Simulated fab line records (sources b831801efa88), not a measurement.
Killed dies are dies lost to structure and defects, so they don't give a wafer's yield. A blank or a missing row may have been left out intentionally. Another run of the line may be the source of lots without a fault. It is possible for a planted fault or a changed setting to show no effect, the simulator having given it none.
Code-filled problem report in 8D (eight disciplines) form :: flow sky130 :: the parts of the form that need people (team, actions taken, sign-off) are left out

## 1. THE ISSUE
Wafers with no fault read 43 with a standard deviation of 6.9, whereas killed_at_M0_to_M3 at SKY_PAD_OPEN_PROBE_99 reads a mean of 314 on 1 wafer of 1 lot. That is +39 standard deviations from the usual mean.
Earliest sighting: wafer L625.2 on prober-01 at day 49 05:11. The record has a number at this step for 21 wafers belonging to 7 lots. By rule, "out" or "out of limits" means more than 4 standard deviations away from the usual mean. The rest of the wafers with a number are treated as sound.

## 2. WHAT THIS IS AND IS NOT
question: which readings at this step
is: killed_at_M0_to_M3, defect limited yield, killed dies, killed on rim, sort_bin_3_pad_short, sort_bin_5_function, sort_bin_6_memory, sort n pass, sort yield pct
is not: killed_at_M4_up, killed at front end, killed at other

question: which lots
is: L625
is not: L613, L615, L617, L621, L626, L628

question: which wafers of those lots
is: L625.2
is not: L625.3, L625.5

question: read on which tools
is: prober-01
is not: prober-02

question: when
is: from day 49 05:11
is not: up to then (12 sound wafers); but 8 sound wafers of L625, L626, L628 came after

## 3. WHAT RULES OUT EACH SUSPECT
Counting: if a tool at a process step up to the reading ran every lot that is out, it stays a suspect. Sound lots after the first of them don't rule it out here, since some wafers of a struck lot are sound.
- pvd sputter-03 at SKY_METAL2_SPUTTER_03 (material Ti, target thk 5 nm, time 3.3 s): kept. It ran the lot that is out, L625 (day 38 11:13); its last sound lot up to then is L617 (day 36 01:41).
- pvd sputter-01 at SKY_VIA2_SPUTTER_20 (material TiN, target thk 20 nm, time 80 s): kept. It ran the lot that is out, L625 (day 40 15:14).
- plasma asher-04 at SKY_METAL3_STRIP_19 (strips in O2/N2): kept. It ran the lot that is out, L625 (day 42 17:10); its last sound lot up to then is L621 (day 41 12:37).
- cmp-02 at SKY_VIA3_CMP_24 (polishes, stops on SiO2, t overpolish 20 s, target thk 0 nm): kept. It ran the lot that is out, L625 (day 43 19:31).
- prober-01 at SKY_PAD_OPEN_PROBE_99: kept. It ran the lot that is out, L625 (day 49 05:11); its last sound lot up to then is L621 (day 48 04:01). Its own defect limited yield, killed_at_M0_to_M3, killed dies, killed on rim, sort_bin_3_pad_short, sort_bin_5_function, sort_bin_6_memory, sort n pass, sort yield pct readings are out on those wafers.
- Within plasma asher-04 at SKY_METAL3_STRIP_19, the wafers that are out were processed in chamber 1 and their sound lot-mates in chamber 0.
- At SKY_VIA3_CMP_24, inside cmp-02: chamber 0 took the wafers that are out, while their sound lot-mates went through chambers 1, 3.
Left after counting: pvd sputter-03 at SKY_METAL2_SPUTTER_03, pvd sputter-01 at SKY_VIA2_SPUTTER_20, plasma asher-04 at SKY_METAL3_STRIP_19, cmp-02 at SKY_VIA3_CMP_24, prober-01 at SKY_PAD_OPEN_PROBE_99.

## 4. THE CAUSE (what the simulator had put in)
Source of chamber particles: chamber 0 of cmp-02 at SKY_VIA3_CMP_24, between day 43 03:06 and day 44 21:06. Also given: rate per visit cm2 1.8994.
After counting, 5 suspects remain, this tool included.

## 5. THE EFFECT CHAIN, in route order
One row per reading whose mean, taken over the struck wafers that have a number, lies over 3 standard deviations from the usual. Readings are gone through only where the record gives a usual standard deviation; hours: the median, over the lots, of the time from a lot's start at the first step in this table giving one to that lot's start at this step; sigmas: the change measured in usual standard deviations.
hours: 0
step: SKY_PAD_OPEN_PROBE_99
reading: defect limited yield
usual: 83.0 %
on struck wafers: 32.1
change: -50.9
sigmas: -27

hours: 0
step: SKY_PAD_OPEN_PROBE_99
reading: killed_at_M0_to_M3
usual: 43
on struck wafers: 314
change: +271
sigmas: +39

hours: 0
step: SKY_PAD_OPEN_PROBE_99
reading: killed dies
usual: 84
on struck wafers: 334
change: +250
sigmas: +26

hours: 0
step: SKY_PAD_OPEN_PROBE_99
reading: killed on rim
usual: 16
on struck wafers: 62
change: +46
sigmas: +11

hours: 0
step: SKY_PAD_OPEN_PROBE_99
reading: killed open
usual: 46
on struck wafers: 25
change: -21
sigmas: -3.1

hours: 0
step: SKY_PAD_OPEN_PROBE_99
reading: killed short
usual: 38
on struck wafers: 15
change: -23
sigmas: -3.8

hours: 0
step: SKY_PAD_OPEN_PROBE_99
reading: sort_bin_3_pad_short
usual: 0.9 %
on struck wafers: 4.1
change: +3.2
sigmas: +7.0

hours: 0
step: SKY_PAD_OPEN_PROBE_99
reading: sort_bin_5_function
usual: 10.0 %
on struck wafers: 46.1
change: +36.1
sigmas: +26

hours: 0
step: SKY_PAD_OPEN_PROBE_99
reading: sort_bin_6_memory
usual: 6.1 %
on struck wafers: 17.7
change: +11.6
sigmas: +11

hours: 0
step: SKY_PAD_OPEN_PROBE_99
reading: sort n pass
usual: 408
on struck wafers: 158
change: -250
sigmas: -26

hours: 0
step: SKY_PAD_OPEN_PROBE_99
reading: sort yield pct
usual: 83.0 %
on struck wafers: 32.1
change: -50.9
sigmas: -27
Process steps it contains:
- SKY_PAD_OPEN_PROBE_99

## 6. WHAT WOULD HAVE CAUGHT IT SOONER
146 hours passed between the start of the fault at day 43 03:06 and the first reading out of limits in this record, taken at day 49 05:11.
Tool readings at SKY_VIA3_CMP_24 with a usual standard deviation given in the record: none out on any struck wafer, hence no alarm at a limit of 4 standard deviations on them.
Each of the lots that are out, 1 in all, had begun SKY_VIA3_CMP_24 on cmp-02 no later than day 49 05:11. None of them would have been spared by holding the tool at that moment.
